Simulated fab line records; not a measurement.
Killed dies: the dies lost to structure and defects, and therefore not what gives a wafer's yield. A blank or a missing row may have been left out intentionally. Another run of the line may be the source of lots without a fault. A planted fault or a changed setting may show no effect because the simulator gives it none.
A struck lot beside a sound one || flow sky130 || 17 out of 708 route steps
Sound: these wafers, L534.2, L534.3, L534.5. Wafers struck: L540.2, L540.3, L540.6. Last of all comes the cause.
At each step with rows: each side's tool, then ch and its chambers, then its first start. Under that, the readings that differ: sound wafers || struck wafers || difference of the means || sigmas: that difference in standard deviations of wafers without a fault.
alike: words and numbers the same on both sides, and readings whose means are apart by under 2 such deviations; not compared: readings that were withheld, readings missing a value for some wafer, numbers with overlapping values and no deviation given by the record, and bounds like >300 which may hide the same value.
Wherever a step has rows on one side only, a row that says differs or no value, or a row with sigmas, the two part there. Numbers that don't overlap but have no deviation are shown without sigmas and don't part them. A reading that every wafer of one side lacks parts them only if that side has two wafers or more.

first, 1 step without rows for these wafers: SKY_LDD_N_IMPLANT_15.
SKY_LDD_N_STRIP_16: strips in O2/N2.
  sound on plasma-asher-03 ch 0,1, day 17 22:28; struck on plasma-asher-03 ch 0,1, day 20 02:38
  alike: drypump-motor-current-A, oes-product-au, strip-time-to-endpoint-s
  not compared: rf-hours-counter-h
SKY_LDD_N_TW_MEAS_17:
  sound on film-metro-01 at day 17 22:34; struck on film-metro-03 at day 20 02:44
{"reading": "LDD_N_TW", "sound": "2610 2625 2615", "struck": "2531 2524 2530", "difference": -88, "sigmas": -3}
then, 7 steps without rows for these wafers: SKY_LDD_P_DEHYDRATE_00 (time 60 s); SKY_LDD_P_HMDS_01 (prime time 60 s); SKY_LDD_P_COAT_02 (resist thk 1140 nm); SKY_LDD_P_SOFTBAKE_03 (time 60 s); SKY_LDD_P_EXPOSE_04 (exposes mask PSDM, target cd 380 nm); SKY_LDD_P_PEB_05; SKY_LDD_P_DEVELOP_06 (develop time 60 s).
SKY_LDD_P_CD_MEAS_07: target cd 380 nm.
  sound on cd-sem-02 at day 19 04:20; struck on cd-sem-02 at day 21 09:19
  alike: cd-nm
SKY_LDD_P_OVL_MEAS_08:
  sound on overlay-02 at day 19 04:26; struck on overlay-02 at day 21 09:25
  alike: LDD_P_OVL
SKY_LDD_P_IMPLANT_09:
  sound on implanter-02 ch 0, day 19 04:30; struck on implanter-04 ch 0, day 21 09:29
{"reading": "implant-ion-amu", "sound": "49 49 49", "struck": "11 11 11", "difference": -38, "sigmas": ""}
{"reading": "model.implant.rp-nm (nm)", "sound": "20.47 20.47 20.47", "struck": "83.06 83.06 83.06", "difference": "+62.59", "sigmas": ""}
{"reading": "model.implant.drp-nm (nm)", "sound": "11.41 11.41 11.41", "struck": "35.62 35.62 35.62", "difference": "+24.21", "sigmas": ""}
  alike: end-station-pressure-torr
SKY_LDD_P_STRIP_10: strips in O2/N2.
  sound on plasma-asher-02 ch 0,1, day 19 04:37; struck on plasma-asher-02 ch 0,1, day 21 09:36
  alike: drypump-motor-current-A, oes-product-au, strip-time-to-endpoint-s
  not compared: rf-hours-counter-h
SKY_LDD_P_TW_MEAS_11:
  sound on film-metro-02 at day 19 04:44; struck on film-metro-03 at day 21 09:43
{"reading": "LDD_P_TW", "sound": "638 643 644", "struck": "395 397 395", "difference": -246, "sigmas": -37}
then, 1 step without rows for these wafers: SKY_LDD_HVN_DEHYDRATE_00 (time 60 s).
-- record jumps: 26 days separate the struck wafers' starts on either side; left off in module LDD_HVN, taken up again in module PAD_OPEN, whose first shown step is the route's number 708 --
SKY_PAD_OPEN_PROBE_99:
  sound on prober-02 at day 46 05:03; struck on prober-01 at day 47 14:25
{"reading": "killed-dies", "sound": "80 90 104", "struck": "76 79 62", "difference": -19, "sigmas": -2}
{"reading": "killed-open", "sound": "47 52 56", "struck": "39 34 36", "difference": -15, "sigmas": -2}
{"reading": "model.etest.tip-p.rs-ohm-sq", "sound": "7107 7118 7095", "struck": "6425 6382 6429", "difference": -695, "sigmas": ""}
{"reading": "model.etest.pfet-g5v0d10v5.r-on-ohm-um", "sound": "4767 4804 4835", "struck": "4668 4682 4671", "difference": -128, "sigmas": ""}
{"reading": "model.etest.pfet_01v8.r-on-ohm-um", "sound": "3043 2964 2991", "struck": "2887 2826 2875", "difference": -137, "sigmas": ""}
{"reading": "model.etest.pfet_01v8.drive-ua-um", "sound": "179.8 185.4 186", "struck": "211.1 216.4 211.3", "difference": "+29.2", "sigmas": ""}
{"reading": "model.etest.pfet_01v8_lvt.drive-ua-um", "sound": "171.3 173.7 171.3", "struck": "190.2 192.9 190.7", "difference": "+19.2", "sigmas": ""}
{"reading": "model.etest.pfet-g5v0d10v5.drive-ua-um", "sound": "340.6 336 333.7", "struck": "352.2 348.1 351.6", "difference": "+13.9", "sigmas": ""}
{"reading": "model.etest.pfet_01v8_hvt.drive-ua-um", "sound": "130.7 138 136.9", "struck": "148.8 150.7 147.6", "difference": "+13.8", "sigmas": ""}
{"reading": "model.etest.pfet_01v8_mvt.drive-ua-um", "sound": "139.1 143 142.6", "struck": "157.3 158.8 157.2", "difference": "+16.2", "sigmas": ""}
  alike: killed_at_M0_to_M3, killed_at_M4_up, killed-at-contacts, killed-at-front-end, killed-at-other, killed-short

## WHERE THEY PART
Last at SKY_PAD_OPEN_PROBE_99 as far as this record goes, first at SKY_LDD_N_TW_MEAS_17.

WHY: the cause the simulator had injected
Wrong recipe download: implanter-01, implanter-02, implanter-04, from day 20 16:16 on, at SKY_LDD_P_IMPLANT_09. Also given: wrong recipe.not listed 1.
